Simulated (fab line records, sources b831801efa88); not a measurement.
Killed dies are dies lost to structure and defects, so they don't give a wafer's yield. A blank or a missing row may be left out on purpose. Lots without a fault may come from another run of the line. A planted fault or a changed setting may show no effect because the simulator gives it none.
A struck lot beside a sound one | flow sfq_line | 20 steps out of a route of 325
Sound: wafers L996.1, L996.4, L996.6. Struck: wafer L102.1. (L102.4 of the same lot was not struck and is left out.) The cause comes at the end.
At each step with rows: each side's tool, then ch and its chambers, then its first start. Under that, the readings that differ: sound wafers | struck wafers | difference of the means | sigmas: that difference in standard deviations of wafers without a fault.
alike: readings whose means differ by less than 2 such deviations, and words and numbers that are the same on both sides. not compared: withheld readings, readings that some wafer has no value for, bounds like >300 that may hide the same value, and numbers for which the record gives no deviation and whose values overlap.
The two part at a step that has a row with sigmas, a row that says differs or no value, or rows on one side only. Numbers that don't overlap but have no deviation are shown without sigmas and don't part them. A reading that every wafer of one side lacks parts them only if that side has two wafers or more.

first, 3 steps without rows for these wafers: SFQ_TRILAYER_I2_VIA_LITHO_EXPOSE_068 (exposes mask I2, target cd 500 nm); SFQ_TRILAYER_I2_VIA_LITHO_PEB_070 (peb time 60 s); SFQ_TRILAYER_I2_VIA_LITHO_DEVELOP_069 (time 60 s).
SFQ_I2_OVL_MEAS_918:
  sound on overlay-02, day 24 19:46; struck on overlay-02, day 27 20:25
  alike: I2_OVL
SFQ_TRILAYER_I2_VIA_BARC_OPEN_VIA_ETCH_096: etches BARC in O2, target depth 125 nm, time 41.7 s.
  sound on rie_diel-03 ch 1,2, day 24 19:48; struck on rie_diel-04 ch 1, day 27 20:27
  alike: drypump_motor_current_A, oes_product_au
  not compared: rf_hours_counter_h
SFQ_TRILAYER_I2_VIA_ETCH_VIA_ETCH_070: etches SiO2 in CHF3, stops on Nb, target depth 260 nm.
  sound on rie_diel-03 ch 1,2, day 24 19:50; struck on rie_diel-04 ch 1, day 27 20:29
  alike: drypump_motor_current_A, oes_product_au
SFQ_TRILAYER_I2_VIA_STRIP_STRIP_071: strips in O2.
  sound on rie_metal-02 ch 0,1, day 24 19:57; struck on rie_metal-01 ch 1, day 27 20:36
  alike: drypump_motor_current_A, oes_product_au
  not compared: rf_hours_counter_h
then, 2 steps without rows for these wafers: SFQ_TRILAYER_I2_VIA_STRIP_SOLV_CLEAN_072 (cleans in NMP, time 600 s); SFQ_TRILAYER_M3_DEP_PRE_CLEAN_074 (time 22.5 s).
SFQ_TRILAYER_M3_DEP_SPUTTER_073: material Nb, target thk 200 nm, time 133.3 s.
  sound on pvd_sputter-05, day 24 20:46; struck on pvd_sputter-03, day 27 21:24
  alike: base_pressure_pa, throttle_valve_pct
SFQ_M3_RS_MEAS_919: measures by four-point-probe.
  sound on film_metro-03, day 24 20:52; struck on film_metro-01, day 27 21:30
  alike: M3_NB_RS
SFQ_TRILAYER_M3_LITHO_COAT_080: resist thk 62 nm.
  sound on litho_track-03 ch 0, day 24 21:02; struck on litho_track-02 ch 0, day 27 21:41
  reading                                              | sound             | struck | difference | sigmas
  model.BARC_of_TRILAYER_M3_LITHO_COAT_080.thk_nm (nm) | 62.43 62.25 62.36 | 51.34  | -11.01     |
then, 5 steps without rows for these wafers: SFQ_TRILAYER_M3_LITHO_COAT_075 (resist thk 600 nm); SFQ_TRILAYER_M3_LITHO_SOFTBAKE_079; SFQ_TRILAYER_M3_LITHO_EXPOSE_076 (exposes mask M3, target cd 500 nm); SFQ_TRILAYER_M3_LITHO_PEB_078 (peb time 60 s); SFQ_TRILAYER_M3_LITHO_DEVELOP_077 (time 60 s).
-- the record jumps here: 4 days lie between the struck wafers' starts before and after --
SFQ_M3_OVL_MEAS_921:
  sound on overlay-01, day 29 14:09; struck on overlay-02, day 31 11:18
  alike: M3_OVL
SFQ_TRILAYER_M3_BARC_OPEN_METAL_ETCH_100: etches BARC in O2, target depth 125 nm, time 41.7 s.
  sound on rie_metal-04 ch 0,1, day 29 14:11; struck on rie_metal-03 ch 1, day 31 11:20
  reading                  | sound             | struck | difference | sigmas
  oes_product_au (a.u.)    | 0.691 0.688 0.688 | 0.628  | -0.061     | -14
  model.etch.depth_nm (nm) | 62.43 62.25 62.36 | 51.34  | -11.01     |
  alike: drypump_motor_current_A
  not compared: rf_hours_counter_h
SFQ_TRILAYER_M3_ETCH_METAL_ETCH_078: etches Nb in Cl2/Ar, stops on SiO2, target depth 240 nm, time 120 s.
  sound on rie_metal-04 ch 0,1, day 29 14:15; struck on rie_metal-03 ch 1, day 31 11:24
  alike: drypump_motor_current_A, oes_product_au
  not compared: rf_hours_counter_h

WHERE THEY PART
Only at SFQ_TRILAYER_M3_BARC_OPEN_METAL_ETCH_100, within this record. Later steps at which nothing parts them and some readings are alike: SFQ_TRILAYER_M3_ETCH_METAL_ETCH_078.

WHY: what the simulator had put in
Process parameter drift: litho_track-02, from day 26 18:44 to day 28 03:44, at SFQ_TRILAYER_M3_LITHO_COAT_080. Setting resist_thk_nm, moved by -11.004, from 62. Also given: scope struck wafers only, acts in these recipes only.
